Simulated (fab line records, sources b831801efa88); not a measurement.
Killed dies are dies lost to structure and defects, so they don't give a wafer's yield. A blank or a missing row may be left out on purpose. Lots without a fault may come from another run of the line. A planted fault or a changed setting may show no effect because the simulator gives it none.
A struck lot beside a sound one | flow sky130 | 34 steps out of a route of 708
Sound: wafers L781.1, L781.3, L781.4. Struck: wafers L771.1, L771.4, L771.5. The cause comes at the end.
At each step with rows: each side's tool, then ch and its chambers, then its first start. Under that, the readings that differ: sound wafers | struck wafers | difference of the means | sigmas: that difference in standard deviations of wafers without a fault.
alike: readings whose means differ by less than 2 such deviations, and words and numbers that are the same on both sides. not compared: withheld readings, readings that some wafer has no value for, bounds like >300 that may hide the same value, and numbers for which the record gives no deviation and whose values overlap.
The two part at a step that has a row with sigmas, a row that says differs or no value, or rows on one side only. Numbers that don't overlap but have no deviation are shown without sigmas and don't part them. A reading that every wafer of one side lacks parts them only if that side has two wafers or more.

first, 9 steps without rows for these wafers: SKY_METAL1_DEHYDRATE_07 (time 60 s); SKY_METAL1_HMDS_08 (prime time 60 s); SKY_METAL1_COAT_09 (resist thk 60 nm); SKY_METAL1_COAT_10 (resist thk 450 nm); SKY_METAL1_SOFTBAKE_11 (time 90 s); SKY_METAL1_EXPOSE_12 (exposes mask MM1, target cd 140 nm); SKY_METAL1_PEB_13; SKY_METAL1_DEVELOP_14 (develop time 60 s); SKY_METAL1_DESCUM_17 (chemistry O2, time 8 s).
SKY_METAL1_ETCH_18: etches BARC in N2/H2, stops on SiO2, time 45.9 s, target depth 60 nm.
  sound on rie_metal-04 ch 0,1, day 39 17:18; struck on rie_metal-04 ch 0,1, day 36 00:10
  alike: drypump_motor_current_A, oes_product_au, throttle_valve_pct
  not compared: rf_hours_counter_h
then, 23 steps without rows for these wafers: SKY_METAL1_METAL_ETCH_19 (etches the open film in Cl2/BCl3, stops on SiO2, target depth 360 nm, time 78 s); SKY_METAL1_STRIP_20 (strips in O2/N2); SKY_METAL1_STRIP_21 (strips in post etch residue remover, time 1200 s); SKY_METAL1_CLEAN_22 (cleans in IPA, time 180 s); SKY_METAL1_CLEAN_23 (cleans in O3/DIW); SKY_VIA1_HDPCVD_00 (deposits SiO2, target thk 1030 nm, time 171.7 s); SKY_VIA1_CMP_02 (polishes SiO2); SKY_VIA1_DEHYDRATE_04 (time 60 s); SKY_VIA1_HMDS_05 (prime time 60 s); SKY_VIA1_COAT_06 (resist thk 60 nm); SKY_VIA1_COAT_07 (resist thk 450 nm); SKY_VIA1_SOFTBAKE_08 (time 90 s); SKY_VIA1_EXPOSE_09 (exposes mask VIM, target cd 150 nm); SKY_VIA1_PEB_10; SKY_VIA1_DEVELOP_11 (develop time 60 s); SKY_VIA1_ETCH_14 (etches BARC in N2/H2, stops on SiO2, time 45.9 s, target depth 60 nm); SKY_VIA1_ETCH_15 (etches SiO2 in C4F8/O2/Ar, stops on TiN, target depth 351 nm, time 54 s); SKY_VIA1_STRIP_16 (strips in O2/N2); SKY_VIA1_STRIP_17 (strips in post etch residue remover, time 1200 s); SKY_VIA1_CLEAN_18 (cleans in IPA, time 180 s); SKY_VIA1_CLEAN_19 (cleans in O3/DIW); SKY_VIA1_SPUTTER_20 (material TiN, target thk 20 nm, time 80 s); SKY_VIA1_CVD_21 (deposits W, target thk 270 nm, time 80.902 s).
-- the record jumps here: 12 days lie between the struck wafers' starts before and after (it left off in module VIA1 and takes up again in module PAD_OPEN, whose first step shown is number 708 of the route) --
SKY_PAD_OPEN_PROBE_99:
  sound on prober-02, day 50 19:52; struck on prober-01, day 48 03:36
  reading                               | sound              | struck            | difference | sigmas
  defect_limited_yield (%)              | 83.7 81.9 83.5     | 75.6 72.6 73.8    | -9.0       | -5
  killed_at_M0_to_M3                    | 47 39 37           | 79 98 100         | +51        | +8
  killed_dies                           | 80 89 81           | 120 135 129       | +45        | +5
  sort_bin_3_pad_short (%)              | 0.6 1.2 0.6        | 2.2 2.8 1.6       | +1.4       | +3
  sort_bin_5_function (%)               | 10.4 11.2 10.6     | 14.4 18.3 17.5    | +6.0       | +5
  sort_n_pass                           | 412 403 411        | 372 357 363       | -45        | -5
  sort_yield_pct (%)                    | 83.7 81.9 83.5     | 75.6 72.6 73.8    | -9.0       | -5
  model.etest.tester.sort_n_pass        | 412 403 411        | 372 357 363       | -45        |
  model.etest.tester.sort_yield_pct (%) | 83.74 81.91 83.54  | 75.61 72.56 73.78 | -9.08      |
  model.etest.tester.sort_bin_5_pct (%) | 10.37 11.18 10.57  | 14.43 18.29 17.48 | +6.03      |
  model.etest.tester.sort_bin_3_pct (%) | 0.6098 1.22 0.6098 | 2.236 2.846 1.626 | +1.423     |
  model.etest.tester.sort_bin_6_pct (%) | 5.285 5.691 5.285  | 7.724 6.301 7.114 | +1.626     |
  alike: killed_at_M4_up, killed_at_contacts, killed_at_front_end, killed_at_other, killed_open, killed_short, sort_bin_6_memory

WHERE THEY PART
Only at SKY_PAD_OPEN_PROBE_99, within this record.

WHY: what the simulator had put in
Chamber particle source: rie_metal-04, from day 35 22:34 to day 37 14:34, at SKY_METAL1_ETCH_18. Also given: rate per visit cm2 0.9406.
